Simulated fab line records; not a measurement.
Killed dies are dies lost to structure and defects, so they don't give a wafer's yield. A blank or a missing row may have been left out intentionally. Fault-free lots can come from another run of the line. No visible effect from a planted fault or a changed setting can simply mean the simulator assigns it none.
Chamber matching    flow sky130    SKY_CONTACT_ETCH_17 on rieDiel-03 has 4 sister chambers
The step etches SiO2 in C4F8/O2/Ar, stops on Si3N4, target depth 340 nm. 8 wafers are shown with their chamber, then 7 later ones without.

WAFERS, EACH WITH ITS CHAMBER
wafer   chamber  oesProductAu (a.u.)
L707.1  1        0.892
L710.2  3        0.895
L710.3  1        0.902
L709.2  3        0.895
L709.4  0        0.892
L709.5  2        0.894
L714.1  2        0.894
L714.4  0        0.895

WAFERS WHOSE CHAMBER IS MISSING
wafer   oesProductAu (a.u.)
L714.5  0.890
L719.3  0.890
L719.4  0.881
L719.5  0.894
L726.1  0.894
L726.3  0.895
L726.4  0.894

WHICH CHAMBER EACH WENT THROUGH
wafer   from the rows above                in truth
L714.5  can't be placed: 0 or 2 or 3 or 1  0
L719.3  can't be placed: 0 or 2 or 3 or 1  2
L719.4  can't be placed: 0 or 2 or 3 or 1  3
L719.5  can't be placed: 2 or 0 or 3 or 1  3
L726.1  can't be placed: 2 or 0 or 3 or 1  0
L726.3  can't be placed: 3 or 2 or 0 or 1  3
L726.4  can't be placed: 2 or 0 or 3 or 1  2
0 of 7 placed correctly. From these rows, 7 cannot be placed; in 7 the true chamber is one of the candidates. Number placed wrongly: 0.
How it was worked out, from the rows above alone: a wafer's distance from a chamber is the root of the sum, over the readings, of the square of ((its reading less the chamber's mean) divided by the reading's scatter). If the next closest chamber is less than 2 further off than the closest, the wafer can't be placed; otherwise it belongs to the closest. A chamber's mean is the mean of its shown wafers. How the scatter is found: for the shown wafers, subtract from each reading the mean of its chamber, square and add these, divide the total by (wafers less chambers), then take the root.
